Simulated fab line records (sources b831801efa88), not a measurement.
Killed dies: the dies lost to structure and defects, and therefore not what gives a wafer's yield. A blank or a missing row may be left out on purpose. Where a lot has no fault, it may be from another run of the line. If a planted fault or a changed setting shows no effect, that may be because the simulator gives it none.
One fault through the eyes of 2 desks + flow sky130 + each desk has only its own numbers; what lay behind them comes last

## AT THE TOOL OWNER'S DESK: rie diel-02
The tool's own readings at SKY_SONOS_ONO_ETCH_15 (etches the open film in CHF3/O2, target depth 19.52 nm, time 7.8 s): means of the sampled wafers that have a number, for each lot that ran on this tool. Marked OUT: a lot whose mean sits more than 4 standard deviations from the usual mean, which makes it out of limits; the brackets give that distance.
Columns: A = drypump motor current A at SKY_SONOS_ONO_ETCH_15, usual 6.0 A; B = oes product au at SKY_SONOS_ONO_ETCH_15, usual 0.998 a.u.; C = throttle valve pct at SKY_SONOS_ONO_ETCH_15, usual 8.823 %
| lot  | first seen here | A   | B     | C     |
|------|-----------------|-----|-------|-------|
| L165 | day 13 15:49    | 5.9 | 0.994 | 8.817 |
| L173 | day 15 15:22    | 5.8 | 1.006 | 8.824 |
| L175 | day 17 01:02    | 5.8 | 0.993 | 8.819 |
| L184 | day 19 13:02    | 5.8 | 0.995 | 8.824 |
This desk's verdict: no lot among the 4 shows anything out of limits.

## FROM THE METROLOGY DESK
What the gauges read, lot by lot, whatever tool the lot ran on: means of the sampled wafers that have a number. Marked OUT: a lot whose mean sits more than 4 standard deviations from the usual mean, which makes it out of limits; the brackets give that distance.
Columns: A = SONOS_ONO_CVD_02_THK at SKY_SONOS_ONO_THK_MEAS_03, usual 10.40 nm; B = SONOS_ONO_CVD_04_THK at SKY_SONOS_ONO_THK_MEAS_05, usual 5.77 nm; C = cd nm at SKY_SONOS_ONO_CD_MEAS_13, usual 410.2 nm; D = SONOS_ONO_OVL at SKY_SONOS_ONO_OVL_MEAS_14, usual 0.3 nm
| lot  | first seen here | A     | B    | C     | D    |
|------|-----------------|-------|------|-------|------|
| L165 | day 12 13:08    | 10.61 | 5.64 | 411.9 | 0.2  |
| L173 | day 14 12:28    | 10.31 | 5.78 | 407.8 | -0.4 |
| L175 | day 15 20:26    | 10.38 | 5.78 | 410.0 | 0.5  |
| L176 | day 15 20:28    | 10.36 | 5.72 | 409.4 | 1.1  |
| L181 | day 17 02:08    | 10.34 | 5.54 | 412.0 | -0.9 |
| L184 | day 18 04:28    | 10.48 | 5.83 | 411.2 | -0.0 |
This desk's verdict: no lot among the 6 shows anything out of limits.

## TAKEN TOGETHER
Nothing out of limits was seen by the tool owner's desk.
From the metrology desk's view, nothing was out of limits.

## WHAT THE SIMULATOR HAD INSERTED
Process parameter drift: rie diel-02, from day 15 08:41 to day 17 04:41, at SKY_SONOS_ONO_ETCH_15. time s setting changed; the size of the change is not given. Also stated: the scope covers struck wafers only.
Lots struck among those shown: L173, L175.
